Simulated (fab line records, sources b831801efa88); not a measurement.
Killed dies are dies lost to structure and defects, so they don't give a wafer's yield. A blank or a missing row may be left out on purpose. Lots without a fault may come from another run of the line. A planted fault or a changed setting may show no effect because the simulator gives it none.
fab line records | flow gf180mcu
record lots=5 wafers=15 last_day=34
route steps=602 shown CONTACT@289 M1@315
lots that met no fault: from a run of the same line without faults
start_h: hours from the record's first day to the start of the lot's first wafer shown | wait_h: hours since the lot's step before | " the same as in the row above | L1.1+2: a row that stands for several wafers | - no value, or no start given | * or withheld: withheld | < > ~ a bound
route shown NAME@n: a module of which the file shows steps, and the number in the route of the first | usual: mean/standard deviation of fault-free wafers | same: alike in all rows | chamber/n: place in a boat | sites: the reading at each site | _std_site: their standard deviation | _edge_site: outer sites' mean less inner sites' | radius_mm: how far each site lies from the wafer's centre | mask NAME#n: copy n | behind: the tool/chamber that last shaped the wafer | hold: why the lot was held/for how many hours/how that ended | device: the transistor (n, p or np) that didn't switch | end of line: the same wafers' tests at the end of the route | a step without rows: its recipe alone | killed: dies lost to structure and defects at the first sort, not the wafer's yield | map: a wafer's dies, x killed, . not, _ none there
set.NAME: the setting as run; set.NAME@STEP: as run at that earlier step | model.NAME: the simulator's own value behind a step, which no gauge read
lots at some steps of the route; a table a step, a row a wafer
services: from which hour (start_h, from the record's first day; less than 0 if before it) a tool's chamber was out of use, for how many hours, and why
## steps
# step GF_CONTACT_CVD_02
# recipe material=SiO2 target_thk_nm=860 precursor=TEOS temp_c=400 time_s=95.992 rf_w=600
# usual heater_power_w=655/76 susceptor_temp_C=400.02/0.21
# columns lot.wafer tool chamber start_h wait_h heater_power_w susceptor_temp_C
L075.1 pecvd-02 0 337.83 0.1 594 399.72
L075.4 " 1 " " 626 400.05
L075.5 " 0 " " 638 399.63
L078.3 pecvd-03 0 370.18 0.0 795 399.83
L078.4 " 1 " " 638 400.24
L078.6 " 2 " " 640 399.83
L083.2 pecvd-01 2 411.03 0.0 572 400.06
L083.5 " 2 " " 616 400.06
L083.6 " 0 " " 724 400.06
L086.1 pecvd-02 0 445.52 0.1 683 399.98
L086.2 " 2 " " 747 400.04
L086.6 " 2 " " 697 399.85
L095.1 pecvd-03 1 525.92 0.1 759 400.00
L095.2 " 0 " " 773 400.19
L095.6 " 0 " " 810 399.63
# step GF_CONTACT_THK_MEAS_03
# recipe reads=SiO2_of_CONTACT_CVD_02
# usual CONTACT_CVD_02_THK=863/11
# columns lot.wafer tool chamber start_h wait_h CONTACT_CVD_02_THK[nm]
L075.1 film_metro-01 - 337.90 0.0 869
L075.4 " - " " 880
L075.5 " - " " 881
L078.3 film_metro-01 - 370.27 0.1 855
L078.4 " - " " 856
L078.6 " - " " 860
L083.2 film_metro-03 - 411.11 0.0 852
L083.5 " - " " 868
L083.6 " - " " 883
L086.1 film_metro-04 - 445.62 0.1 861
L086.2 " - " " 856
L086.6 " - " " 873
L095.1 film_metro-04 - 525.99 0.0 866
L095.2 " - " " 873
L095.6 " - " " 878
# step GF_CONTACT_CMP_04
# recipe material=SiO2 down_force_psi=4 platen_rpm=60 pad_velocity_m_s=0.94248
# usual motor_current_A=12.3/1.7 time_to_endpoint_s=113/5.9
# columns lot.wafer tool chamber start_h wait_h motor_current_A time_to_endpoint_s
L075.1 cmp-01 2 338.01 0.1 12.6 120
L075.4 " 0 " " 12.2 125
L075.5 " 1 " " 14.9 121
L078.4 cmp-01 1 370.36 0.1 15.5 112
L078.3 " 2 " " 11.8 112
L078.6 " 1 " " 14.9 114
L083.2 cmp-02 2 411.16 0.0 13.3 106
L083.5 " 2 " " 13.3 112
L083.6 " 3 " " 10.3 121
L086.1 cmp-01 0 447.13 1.5 12.2 108
L086.2 " 1 " " 15.4 104
L086.6 " 3 " " 11.4 114
L095.2 cmp-02 2 526.05 0.0 13.6 119
L095.1 " 3 " " 10.4 118
L095.6 " 3 " " 10.7 120
# step GF_CONTACT_BOW_MEAS_05
# recipe mode=bow
# usual CONTACT_BOW=64/6.2
# columns lot.wafer tool chamber start_h wait_h CONTACT_BOW[um]
L075.1 film_metro-04 - 338.26 0.2 70
L075.4 " - " " 76
L075.5 " - " " 75
L078.3 film_metro-03 - 370.65 0.2 65
L078.4 " - " " 57
L078.6 " - " " 60
L083.2 film_metro-04 - 411.48 0.3 70
L083.5 " - " " 59
L083.6 " - " " 68
L086.1 film_metro-01 - 447.33 0.1 67
L086.2 " - " " 68
L086.6 " - " " 67
L095.1 film_metro-03 - 526.35 0.2 49
L095.2 " - " " 60
L095.6 " - " " 59
# step GF_CONTACT_DEHYDRATE_06
# recipe temp_c=200 time_s=60
# usual plate_temp_C=200.00/0.15
# columns lot.wafer tool chamber start_h wait_h plate_temp_C
L075.1 litho_track-04 0 348.44 10.2 200.01
L075.4 " 0 " " 200.13
L075.5 " 0 " " 200.01
L078.3 litho_track-03 0 380.95 10.3 200.01
L078.4 " 0 " " 199.75
L078.6 " 0 " " 199.97
L083.2 litho_track-03 0 422.67 11.2 200.46
L083.5 " 0 " " 199.99
L083.6 " 0 " " 200.20
L086.1 litho_track-01 0 458.62 11.3 199.83
L086.2 " 0 " " 199.90
L086.6 " 0 " " 199.99
L095.1 litho_track-01 0 537.57 11.2 200.05
L095.2 " 0 " " 200.17
L095.6 " 0 " " 200.01
# step GF_CONTACT_HMDS_07
# recipe prime_time_s=60 prime_temp_c=120
# columns lot.wafer tool chamber start_h wait_h
L075.1+4+5 litho_track-04 0 348.59 0.1
L078.3+4+6 litho_track-03 0 381.10 0.1
L083.2+5+6 litho_track-03 0 422.82 0.1
L086.1+2+6 litho_track-01 0 458.77 0.1
L095.1+2+6 litho_track-01 0 537.72 0.1
# step GF_CONTACT_COAT_08
# recipe resist=BARC temp_c=withheld time_s=withheld spin_rpm=withheld resist_thk_nm=withheld
# usual dispense_pressure_kPa=51/4
# columns lot.wafer tool chamber start_h wait_h dispense_pressure_kPa
L075.1 litho_track-04 0 348.74 0.1 55
L075.4 " 0 " " 55
L075.5 " 0 " " 55
L078.3 litho_track-03 0 381.25 0.1 46
L078.4 " 0 " " 46
L078.6 " 0 " " 46
L083.2 litho_track-03 0 422.97 0.1 46
L083.5 " 0 " " 46
L083.6 " 0 " " 46
L086.1 litho_track-01 0 458.92 0.1 49
L086.2 " 0 " " 49
L086.6 " 0 " " 49
L095.1 litho_track-01 0 537.87 0.1 49
L095.2 " 0 " " 49
L095.6 " 0 " " 49
# step GF_CONTACT_COAT_09
# recipe resist=KrF spin_rpm=withheld resist_thk_nm=1000
# usual dispense_pressure_kPa=51/4
# columns lot.wafer tool chamber start_h wait_h dispense_pressure_kPa
L075.1 litho_track-04 0 - - 55
L075.4 " 0 " " 55
L075.5 " 0 " " 55
L078.3 litho_track-03 0 - - 46
L078.4 " 0 " " 46
L078.6 " 0 " " 46
L083.2 litho_track-03 0 - - 46
L083.5 " 0 " " 46
L083.6 " 0 " " 46
L086.1 litho_track-01 0 - - 49
L086.2 " 0 " " 49
L086.6 " 0 " " 49
L095.1 litho_track-01 0 - - 49
L095.2 " 0 " " 49
L095.6 " 0 " " 49
# step GF_CONTACT_SOFTBAKE_10
# recipe temp_c=130 time_s=60 resist=KrF
# usual plate_temp_C=130.00/0.13
# columns lot.wafer tool chamber start_h wait_h plate_temp_C
L075.1 litho_track-04 0 - - 130.00
L075.4 " 0 " " 129.95
L075.5 " 0 " " 130.00
L078.3 litho_track-03 0 - - 129.81
L078.4 " 0 " " 129.94
L078.6 " 0 " " 129.97
L083.2 litho_track-03 0 - - 130.02
L083.5 " 0 " " 129.91
L083.6 " 0 " " 129.99
L086.1 litho_track-01 0 - - 130.07
L086.2 " 0 " " 129.97
L086.6 " 0 " " 129.83
L095.1 litho_track-01 0 - - 129.88
L095.2 " 0 " " 130.01
L095.6 " 0 " " 129.88
# step GF_CONTACT_EXPOSE_11
# recipe mask_id=Contact target_cd_nm=220 na=0.68 source_shape=conventional sigma_outer=0.6 dose_mj=38
# usual stage_vel_mm_s=500.04/0.22
# columns lot.wafer tool chamber start_h wait_h mask stage_vel_mm_s
L075.1 krf_scanner-01 0 - - Contact#0 499.66
L075.4 " 0 " " Contact#0 500.20
L075.5 " 0 " " Contact#0 500.31
L078.3 krf_scanner-02 0 - - Contact#0 499.91
L078.4 " 0 " " Contact#0 499.88
L078.6 " 0 " " Contact#0 500.15
L083.2 krf_scanner-02 0 - - Contact#0 499.99
L083.5 " 0 " " Contact#0 500.09
L083.6 " 0 " " Contact#0 499.58
L086.1 krf_scanner-01 0 - - Contact#0 500.15
L086.2 " 0 " " Contact#0 499.88
L086.6 " 0 " " Contact#0 500.11
L095.1 krf_scanner-02 0 - - Contact#0 500.14
L095.2 " 0 " " Contact#0 500.02
L095.6 " 0 " " Contact#0 500.46
# step GF_CONTACT_PEB_12
# recipe peb_temp_c=135 peb_time_s=90 resist=KrF
# usual plate_temp_C=135.05/0.13
# columns lot.wafer tool chamber start_h wait_h plate_temp_C
L075.1 litho_track-04 0 - - 135.11
L075.4 " 0 " " 135.29
L075.5 " 0 " " 135.06
L078.3 litho_track-03 0 - - 135.15
L078.4 " 0 " " 135.06
L078.6 " 0 " " 135.03
L083.2 litho_track-03 0 - - 135.31
L083.5 " 0 " " 135.17
L083.6 " 0 " " 135.22
L086.1 litho_track-01 0 - - 135.36
L086.2 " 0 " " 135.20
L086.6 " 0 " " 135.02
L095.1 litho_track-01 0 - - 135.14
L095.2 " 0 " " 135.15
L095.6 " 0 " " 134.93
# step GF_CONTACT_DEVELOP_13
# recipe develop_time_s=60 resist=KrF dev_temp_c=21
# columns lot.wafer tool chamber start_h wait_h
L075.1+4+5 litho_track-04 0 359.59 0.2
L078.3+4+6 litho_track-03 0 393.05 0.1
L083.2+5+6 litho_track-03 0 434.92 0.2
L086.1+2+6 litho_track-01 0 471.57 0.2
L095.1+2+6 litho_track-01 0 549.32 0.2
# step GF_CONTACT_CD_MEAS_14
# recipe target_cd_nm=220
# usual cd_nm=219.7/1.4
# columns lot.wafer tool chamber start_h wait_h cd_nm
L075.1 cd_sem-02 - 359.74 0.1 218.5
L075.4 " - " " 218.6
L075.5 " - " " 217.4
L078.3 cd_sem-01 - 393.19 0.1 218.5
L078.4 " - " " 218.4
L078.6 " - " " 220.9
L083.2 cd_sem-02 - 435.07 0.1 219.5
L083.5 " - " " 218.2
L083.6 " - " " 218.3
L086.1 cd_sem-02 - 471.72 0.1 219.0
L086.2 " - " " 219.8
L086.6 " - " " 217.9
L095.1 cd_sem-02 - 549.47 0.1 220.0
L095.2 " - " " 220.9
L095.6 " - " " 219.1
# step GF_CONTACT_OVL_MEAS_15
# usual CONTACT_OVL=2/5.1
# columns lot.wafer tool chamber start_h wait_h CONTACT_OVL[nm]
L075.1 overlay-01 - 359.86 0.1 3
L075.4 " - " " 6
L075.5 " - " " -4
L078.3 overlay-02 - 393.28 0.1 11
L078.4 " - " " 6
L078.6 " - " " 6
L083.2 overlay-01 - 435.17 0.1 0
L083.5 " - " " 5
L083.6 " - " " 4
L086.1 overlay-02 - 471.84 0.1 0
L086.2 " - " " 5
L086.6 " - " " 3
L095.1 overlay-01 - 549.59 0.1 -4
L095.2 " - " " 1
L095.6 " - " " 7
# step GF_CONTACT_ETCH_16
# recipe chemistry=N2/H2 target_depth_a=withheld overetch_a=withheld time_s=withheld target=BARC ion_energy_ev=200 source_w=500 bias_w=100 pressure_mtorr=30 n2_flow_sccm=100 h2_flow_sccm=200
# usual drypump_motor_current_A=5.7/0.49 oes_product_au=0.854/0.0044 throttle_valve_pct=13.225/0.0099
# columns lot.wafer tool chamber start_h wait_h drypump_motor_current_A oes_product_au throttle_valve_pct
L075.1 rie_diel-02 3 359.90 0.0 6.5 0.851 13.215
L075.4 " 2 " " 4.9 0.857 13.215
L075.5 " 2 " " 4.9 0.852 13.235
L078.3 rie_diel-04 1 393.30 0.0 5.4 0.852 13.204
L078.4 " 0 " " 5.4 0.852 13.223
L078.6 " 2 " " 5.5 0.847 13.209
L083.2 rie_diel-02 3 435.20 0.0 6.5 0.864 13.231
L083.5 " 3 " " 6.5 0.859 13.219
L083.6 " 1 " " 5.2 0.852 13.230
L086.1 rie_diel-01 3 471.88 0.0 5.4 0.857 13.223
L086.2 " 2 " " 5.8 0.856 13.225
L086.6 " 3 " " 5.4 0.856 13.236
L095.1 rie_diel-01 0 549.63 0.0 5.8 0.859 13.207
L095.2 " 1 " " 5.5 0.849 13.227
L095.6 " 1 " " 5.5 0.855 13.230
# step GF_CONTACT_ETCH_17
# recipe chemistry=C4F8/O2/Ar mask_material=KrF target=SiO2 stop_on=CoSi2 source_w=1500 bias_w=1200 pressure_mtorr=40 c4f8_flow_sccm=withheld O2_flow_sccm=6 Ar_flow_sccm=300 time_s=withheld target_depth_a=8600
# usual oes_product_au=0.813/0.0048
# columns lot.wafer tool chamber start_h wait_h oes_product_au
L075.1 rie_diel-02 3 - - 0.806
L075.4 " 2 " " 0.810
L075.5 " 2 " " 0.812
L078.3 rie_diel-04 1 - - 0.810
L078.4 " 0 " " 0.817
L078.6 " 2 " " 0.813
L083.2 rie_diel-02 3 - - 0.800
L083.5 " 3 " " 0.817
L083.6 " 1 " " 0.811
L086.1 rie_diel-01 3 - - 0.816
L086.2 " 2 " " 0.822
L086.6 " 3 " " 0.815
L095.1 rie_diel-01 0 - - 0.817
L095.2 " 1 " " 0.811
L095.6 " 1 " " 0.812
# step GF_CONTACT_STRIP_18
# recipe chemistry=O2/N2 power_w=1400 pressure_mtorr=1500 platen_temp_c=250 o2_flow_sccm=3000 n2_flow_sccm=300 overash_fraction=0.5
# usual drypump_motor_current_A=5.4/0.4 heater_power_w=313/29 oes_product_au=0.581/0.0049
# columns lot.wafer tool chamber start_h wait_h drypump_motor_current_A heater_power_w oes_product_au rf_hours_counter_h
L075.1 plasma_asher-04 1 360.06 - 5.1 318 0.586 58
L075.4 " 1 " " 5.1 319 0.584 -
L075.5 " 0 " " 5.9 274 0.579 -
L078.3 plasma_asher-04 1 393.50 - 5.1 317 0.583 -
L078.4 " 0 " " 5.9 275 0.585 -
L078.6 " 0 " " 5.9 277 0.581 -
L083.2 plasma_asher-02 0 435.36 - 5.3 313 0.575 31
L083.5 " 1 " " 4.9 331 0.578 -
L083.6 " 0 " " 5.3 323 0.581 -
L086.1 plasma_asher-02 1 472.04 - 5.0 330 0.581 35
L086.2 " 0 " " 5.3 328 0.575 35
L086.6 " 0 " " 5.2 321 0.583 -
L095.1 plasma_asher-04 1 549.79 - 5.1 320 0.581 80
L095.2 " 0 " " 5.9 278 0.578 80
L095.6 " 0 " " 5.9 274 0.581 -
# step GF_CONTACT_CLEAN_19
# recipe chemistry=SPM
# columns lot.wafer tool chamber start_h wait_h
L075.1+4+5 wet_bench-01 0 360.16 0.1
L078.3+4+6 wet_bench-01 2 393.57 0.0
L083.2+5+6 wet_bench-01 3 435.46 0.1
L086.1+2+6 wet_bench-01 3 472.14 0.1
L095.1+2+6 wet_bench-03 1 549.89 0.1
# step GF_CONTACT_CLEAN_20
# recipe chemistry=DIW
# columns lot.wafer tool chamber start_h wait_h
L075.1+4+5 wet_bench-02 3 360.26 0.0
L078.3+4+6 wet_bench-01 0 393.67 0.0
L083.2+5+6 wet_bench-03 0 435.56 0.0
L086.1+2+6 wet_bench-02 2 472.23 0.0
L095.1+2+6 wet_bench-02 1 549.98 0.0
# step GF_CONTACT_CLEAN_21
# recipe chemistry=dHF time_s=20 dilution=100:1 dry=ipa_marangoni
# columns lot.wafer tool chamber start_h wait_h
L075.1+4+5 wet_bench-01 3 360.35 0.0
L078.3+4+6 wet_bench-03 0 393.77 0.0
L083.2+5+6 wet_bench-02 0 435.66 0.0
L086.1+2+6 wet_bench-01 0 472.32 0.0
L095.1+2+6 wet_bench-01 2 550.07 0.0
# step GF_CONTACT_SPUTTER_22
# recipe material=Ti target_thk_nm=15 chamber_pressure_pa=5 power_w=2500 substrate_temp_c=200 time_s=80.02
# usual throttle_valve_pct=29.7/1.1
# columns lot.wafer tool chamber start_h wait_h throttle_valve_pct
L075.1 pvd_sputter-01 - 360.36 0.0 31.6
L075.4 " - " " 32.6
L075.5 " - " " 30.4
L078.3 pvd_sputter-04 - 393.78 0.0 28.2
L078.4 " - " " 30.5
L078.6 " - " " 30.1
L083.2 pvd_sputter-02 - 435.67 0.0 28.7
L083.5 " - " " 29.1
L083.6 " - " " 29.0
L086.1 pvd_sputter-02 - 472.34 0.0 29.1
L086.2 " - " " 28.6
L086.6 " - " " 28.9
L095.1 pvd_sputter-02 - 550.09 0.0 30.5
L095.2 " - " " 28.7
L095.6 " - " " 28.9
# step GF_CONTACT_SPUTTER_23
# recipe material=TiN target_thk_nm=10 chamber_pressure_pa=5 power_w=4000 time_s=40
# usual throttle_valve_pct=29.7/1.1
# columns lot.wafer tool chamber start_h wait_h throttle_valve_pct
L075.1 pvd_sputter-01 - 360.42 0.0 31.7
L075.4 " - " " 32.6
L075.5 " - " " 30.4
L078.3 pvd_sputter-04 - 393.84 0.0 28.7
L078.4 " - " " 30.9
L078.6 " - " " 30.1
L083.2 pvd_sputter-02 - 435.73 0.0 28.7
L083.5 " - " " 28.9
L083.6 " - " " 28.8
L086.1 pvd_sputter-02 - 472.40 0.0 28.8
L086.2 " - " " 28.6
L086.6 " - " " 29.0
L095.1 pvd_sputter-02 - 550.15 0.0 30.3
L095.2 " - " " 29.0
L095.6 " - " " 28.8
# step GF_CONTACT_CVD_24
# recipe material=W target_thk_nm=300 time_s=90.339 temp_c=400 pressure_torr=40
# usual heater_power_w=857/70 susceptor_temp_C=400.03/0.23
# columns lot.wafer tool chamber start_h wait_h heater_power_w susceptor_temp_C
L075.1 cvd_w-01 1 360.46 0.0 993 400.12
L075.4 " 0 " " 792 400.34
L075.5 " 1 " " 998 400.02
L078.3 cvd_w-02 1 393.94 0.1 892 399.98
L078.4 " 0 " " 814 400.03
L078.6 " 1 " " 897 400.01
L083.2 cvd_w-01 0 435.77 0.0 769 399.78
L083.5 " 0 " " 753 399.92
L083.6 " 1 " " 943 400.75
L086.1 cvd_w-02 0 472.44 0.0 793 400.23
L086.2 " 0 " " 803 400.27
L086.6 " 0 " " 814 400.23
L095.1 cvd_w-01 1 550.19 0.0 938 399.88
L095.2 " 0 " " 784 399.58
L095.6 " 0 " " 789 399.69
# step GF_CONTACT_RS_MEAS_25
# recipe thk_meas_gauge=four-point-probe reads=W_of_CONTACT_CVD_24+TiN_of_CONTACT_SPUTTER_23+Ti_of_CONTACT_SPUTTER_22
# usual CONTACT_W_RS=0.384/0.0045
# columns lot.wafer tool chamber start_h wait_h CONTACT_W_RS[ohm/sq]
L075.1 film_metro-03 - 360.56 0.1 0.381
L075.4 " - " " 0.383
L075.5 " - " " 0.382
L078.3 film_metro-03 - 394.05 0.1 0.387
L078.4 " - " " 0.373
L078.6 " - " " 0.386
L083.2 film_metro-03 - 435.89 0.1 0.389
L083.5 " - " " 0.381
L083.6 " - " " 0.385
L086.1 film_metro-03 - 472.64 0.2 0.379
L086.2 " - " " 0.377
L086.6 " - " " 0.382
L095.1 film_metro-03 - 550.29 0.1 0.385
L095.2 " - " " 0.388
L095.6 " - " " 0.388
# step GF_CONTACT_THK_MEAS_26
# recipe thk_meas_gauge=xrf reads=W_of_CONTACT_CVD_24
# usual CONTACT_W_THK=305/4.7
# columns lot.wafer tool chamber start_h wait_h CONTACT_W_THK[nm]
L075.1 film_metro-03 - 360.68 0.1 311
L075.4 " - " " 310
L075.5 " - " " 312
L078.3 film_metro-03 - 394.15 0.1 305
L078.4 " - " " 317
L078.6 " - " " 305
L083.2 film_metro-03 - 436.00 0.1 302
L083.5 " - " " 309
L083.6 " - " " 306
L086.1 film_metro-03 - 472.76 0.1 309
L086.2 " - " " 313
L086.6 " - " " 304
L095.1 film_metro-03 - 550.41 0.1 307
L095.2 " - " " 307
L095.6 " - " " 304
# step GF_CONTACT_CMP_27
# recipe stop_on=SiO2 down_force_psi=3.5 platen_rpm=60 t_overpolish_s=15 target_thk_nm=0 pad_velocity_m_s=0.94248
# usual motor_current_A=11.5/1.4 overpolish_run_s=15.001/0.0085 time_to_endpoint_s=71/3.1
# columns lot.wafer tool chamber start_h wait_h motor_current_A overpolish_run_s time_to_endpoint_s
L075.4 cmp-01 3 360.74 0.0 10.1 15.010 72
L075.1 " 2 " " 11.3 15.000 72
L075.5 " 3 " " 11.4 14.994 72
L078.3 cmp-01 2 394.24 0.1 11.0 14.993 77
L078.4 " 0 " " 10.7 14.988 79
L078.6 " 2 " " 10.9 14.999 73
L083.2 cmp-01 3 436.15 0.1 11.8 14.985 73
L083.6 " 1 " " 13.6 15.004 73
L083.5 " 2 " " 10.8 14.997 74
L086.1 cmp-02 1 472.82 0.1 13.1 14.987 67
L086.2 " 0 " " 8.3 14.998 69
L086.6 " 1 " " 13.3 14.997 68
L095.1 cmp-01 2 550.47 0.1 11.6 14.992 72
L095.2 " 1 " " 13.3 15.004 68
L095.6 " 3 " " 10.8 15.006 70
# step GF_M1_SPUTTER_00
# recipe material=Ti target_thk_nm=37.5 arriving_ion_energy_ev=80 substrate_temp_c=200 chamber_pressure_pa=2 power_w=4000 time_s=150
# usual throttle_valve_pct=29.7/1.1
# columns lot.wafer tool chamber start_h wait_h throttle_valve_pct
L075.1 pvd_sputter-03 - 361.04 0.1 29.4
L075.4 " - " " 32.2
L075.5 " - " " 28.4
L078.3 pvd_sputter-02 - 394.49 0.2 29.3
L078.4 " - " " 28.8
L078.6 " - " " 28.5
L083.2 pvd_sputter-04 - 436.35 0.1 28.7
L083.5 " - " " 29.9
L083.6 " - " " 29.2
L086.1 pvd_sputter-04 - 473.12 0.2 30.6
L086.2 " - " " 29.0
L086.6 " - " " 29.3
L095.1 pvd_sputter-03 - 550.77 0.2 29.4
L095.2 " - " " 32.3
L095.6 " - " " 29.7
# step GF_M1_SPUTTER_01
# recipe material=TiN target_thk_nm=30 power_w=6500 time_s=25 chamber_pressure_pa=0.4
# usual throttle_valve_pct=29.7/1.1
# columns lot.wafer tool chamber start_h wait_h throttle_valve_pct
L075.1 pvd_sputter-03 - 361.14 0.1 29.6
L075.4 " - " " 32.2
L075.5 " - " " 28.1
L078.3 pvd_sputter-02 - 394.59 0.1 29.2
L078.4 " - " " 28.8
L078.6 " - " " 29.1
L083.2 pvd_sputter-04 - 436.45 0.1 28.8
L083.5 " - " " 29.7
L083.6 " - " " 29.6
L086.1 pvd_sputter-04 - 473.22 0.1 30.6
L086.2 " - " " 28.7
L086.6 " - " " 29.2
L095.1 pvd_sputter-03 - 550.87 0.1 29.3
L095.2 " - " " 32.5
L095.6 " - " " 29.7
# step GF_M1_SPUTTER_02
# recipe material=AlCu target_thk_nm=450 power_w=10600 time_s=23.9 chamber_pressure_pa=0.4
# usual throttle_valve_pct=29.7/1.1
# columns lot.wafer tool chamber start_h wait_h throttle_valve_pct
L075.1 pvd_sputter-03 - 361.17 0.0 29.6
L075.4 " - " " 32.5
L075.5 " - " " 28.3
L078.3 pvd_sputter-02 - 394.62 0.0 29.1
L078.4 " - " " 29.2
L078.6 " - " " 28.7
L083.2 pvd_sputter-04 - 436.48 0.0 28.5
L083.5 " - " " 29.9
L083.6 " - " " 29.4
L086.1 pvd_sputter-04 - 473.25 0.0 30.8
L086.2 " - " " 28.7
L086.6 " - " " 29.3
L095.1 pvd_sputter-03 - 550.90 0.0 29.5
L095.2 " - " " 32.4
L095.6 " - " " 29.3
# step GF_M1_SPUTTER_03
# recipe material=Ti target_thk_nm=10 substrate_temp_c=300 chamber_pressure_pa=0.3 power_w=3000 time_s=6.7
# usual throttle_valve_pct=29.7/1.1
# columns lot.wafer tool chamber start_h wait_h throttle_valve_pct
L075.1 pvd_sputter-03 - 361.20 0.0 29.5
L075.4 " - " " 32.6
L075.5 " - " " 28.2
L078.3 pvd_sputter-02 - 394.65 0.0 29.1
L078.4 " - " " 29.2
L078.6 " - " " 28.8
L083.2 pvd_sputter-04 - 436.51 0.0 28.5
L083.5 " - " " 30.0
L083.6 " - " " 29.2
L086.1 pvd_sputter-04 - 473.28 0.0 30.4
L086.2 " - " " 28.5
L086.6 " - " " 29.4
L095.1 pvd_sputter-03 - 550.93 0.0 29.5
L095.2 " - " " 32.0
L095.6 " - " " 29.5
# step GF_M1_SPUTTER_04
# recipe material=TiN target_thk_nm=50 power_w=6500 time_s=41.7 chamber_pressure_pa=0.4
# usual throttle_valve_pct=29.7/1.1
# columns lot.wafer tool chamber start_h wait_h throttle_valve_pct
L075.1 pvd_sputter-03 - 361.22 0.0 29.4
L075.4 " - " " 32.1
L075.5 " - " " 28.1
L078.3 pvd_sputter-02 - 394.67 0.0 29.1
L078.4 " - " " 28.9
L078.6 " - " " 28.8
L083.2 pvd_sputter-04 - 436.53 0.0 28.6
L083.5 " - " " 29.9
L083.6 " - " " 29.2
L086.1 pvd_sputter-04 - 473.30 0.0 30.7
L086.2 " - " " 28.4
L086.6 " - " " 29.2
L095.1 pvd_sputter-03 - 550.95 0.0 29.5
L095.2 " - " " 32.4
L095.6 " - " " 29.8
# step GF_M1_RS_MEAS_05
# recipe thk_meas_gauge=four-point-probe reads=TiN_of_M1_SPUTTER_04+Ti_of_M1_SPUTTER_03+AlCu_of_M1_SPUTTER_02+TiN_of_M1_SPUTTER_01+Ti_of_M1_SPUTTER_00
# usual M1_ALCU_RS=0.0694/0.00058
# columns lot.wafer tool chamber start_h wait_h M1_ALCU_RS[ohm/sq]
L075.1 film_metro-02 - 361.26 0.0 0.0691
L075.4 " - " " 0.0686
L075.5 " - " " 0.0692
L078.3 film_metro-01 - 394.75 0.1 0.0694
L078.4 " - " " 0.0699
L078.6 " - " " 0.0697
L083.2 film_metro-03 - 436.59 0.0 0.0703
L083.5 " - " " 0.0705
L083.6 " - " " 0.0705
L086.1 film_metro-03 - 473.34 0.0 0.0692
L086.2 " - " " 0.0697
L086.6 " - " " 0.0689
L095.1 film_metro-02 - 550.99 0.0 0.0690
L095.2 " - " " 0.0684
L095.6 " - " " 0.0692
# step GF_M1_THK_MEAS_06
# recipe thk_meas_gauge=xrf reads=AlCu_of_M1_SPUTTER_02
# usual M1_ALCU_THK=446/4.1
# columns lot.wafer tool chamber start_h wait_h M1_ALCU_THK[nm]
L075.1 film_metro-02 - 361.38 0.1 448
L075.4 " - " " 452
L075.5 " - " " 444
L078.3 film_metro-01 - 394.85 0.1 450
L078.4 " - " " 445
L078.6 " - " " 445
L083.2 film_metro-03 - 436.70 0.1 439
L083.5 " - " " 441
L083.6 " - " " 439
L086.1 film_metro-03 - 473.46 0.1 447
L086.2 " - " " 445
L086.6 " - " " 450
L095.1 film_metro-02 - 551.11 0.1 445
L095.2 " - " " 451
L095.6 " - " " 448
# step GF_M1_DEHYDRATE_07
# recipe temp_c=200 time_s=60
# usual plate_temp_C=200.00/0.17
# columns lot.wafer tool chamber start_h wait_h plate_temp_C
L075.1 litho_track-03 0 371.80 10.4 200.09
L075.4 " 0 " " 199.94
L075.5 " 0 " " 200.05
L078.3 litho_track-01 0 405.67 10.8 199.88
L078.4 " 0 " " 200.41
L078.6 " 0 " " 200.23
L083.2 litho_track-03 0 448.52 11.8 200.04
L083.5 " 0 " " 199.96
L083.6 " 0 " " 199.94
L086.1 litho_track-02 0 484.24 10.8 199.92
L086.2 " 0 " " 199.86
L086.6 " 0 " " 199.82
L095.1 litho_track-03 0 561.59 10.5 199.80
L095.2 " 0 " " 200.10
L095.6 " 0 " " 200.18
# step GF_M1_HMDS_08
# recipe prime_time_s=60 prime_temp_c=120
# columns lot.wafer tool chamber start_h wait_h
L075.1+4+5 litho_track-03 0 371.95 0.1
L078.3+4+6 litho_track-01 0 405.82 0.1
L083.2+5+6 litho_track-03 0 448.67 0.1
L086.1+2+6 litho_track-02 0 484.39 0.1
L095.1+2+6 litho_track-03 0 561.74 0.1
# step GF_M1_COAT_09
# recipe resist=KrF spin_rpm=withheld resist_thk_nm=1000
# usual dispense_pressure_kPa=48.3/2.1
# columns lot.wafer tool chamber start_h wait_h dispense_pressure_kPa
L075.1 litho_track-03 0 372.10 0.1 45.8
L075.4 " 0 " " 45.8
L075.5 " 0 " " 45.8
L078.3 litho_track-01 0 405.97 0.1 49.3
L078.4 " 0 " " 49.3
L078.6 " 0 " " 49.2
L083.2 litho_track-03 0 448.82 0.1 45.7
L083.5 " 0 " " 45.8
L083.6 " 0 " " 45.8
L086.1 litho_track-02 0 484.54 0.1 50.6
L086.2 " 0 " " 50.6
L086.6 " 0 " " 50.6
L095.1 litho_track-03 0 561.89 0.1 45.9
L095.2 " 0 " " 45.8
L095.6 " 0 " " 45.8
# step GF_M1_SOFTBAKE_10
# recipe temp_c=130 time_s=60 resist=KrF
# usual plate_temp_C=130.00/0.14
# columns lot.wafer tool chamber start_h wait_h plate_temp_C
L075.1 litho_track-03 0 372.25 0.1 129.97
L075.4 " 0 " " 129.88
L075.5 " 0 " " 129.91
L078.3 litho_track-01 0 406.12 0.1 130.11
L078.4 " 0 " " 130.32
L078.6 " 0 " " 130.32
L083.2 litho_track-03 0 448.97 0.1 130.20
L083.5 " 0 " " 130.10
L083.6 " 0 " " 130.27
L086.1 litho_track-02 0 484.69 0.1 129.98
L086.2 " 0 " " 129.75
L086.6 " 0 " " 130.10
L095.1 litho_track-03 0 562.04 0.1 130.27
L095.2 " 0 " " 130.05
L095.6 " 0 " " 130.02
## services
# columns tool chamber start_h hours kind
pvd_sputter-03 - 324.59 2.4 repair
krf_scanner-02 - 344.98 0.8 pm
krf_scanner-02 - 348.33 4.0 pm
cvd_w-01 - 352.10 0.8 repair
krf_scanner-02 - 353.42 3.6 pm
cmp-01 - 354.48 3.4 repair
rie_diel-01 - 355.52 1.0 repair
cmp-02 - 368.79 1.9 repair
cmp-02 - 372.90 6.6 repair
krf_scanner-02 - 374.61 1.3 pm
rie_diel-02 2 387.04 12.5 repair
pvd_sputter-04 - 401.76 1.1 repair
cmp-01 - 404.21 4.0 pm
pvd_sputter-04 - 413.04 1.2 repair
rie_diel-01 1 435.97 8.4 repair
rie_diel-02 3 437.04 5.2 repair
cmp-01 - 438.71 8.3 pm
rie_diel-01 0 461.42 1.9 repair
rie_diel-02 - 473.14 0.2 repair
rie_diel-01 3 482.97 132.0 repair
rie_diel-01 2 490.33 3.8 repair
rie_diel-01 1 500.20 2.1 repair
cmp-01 - 517.49 1.2 repair
rie_diel-01 - 560.15 28.1 pm
## key
fault none
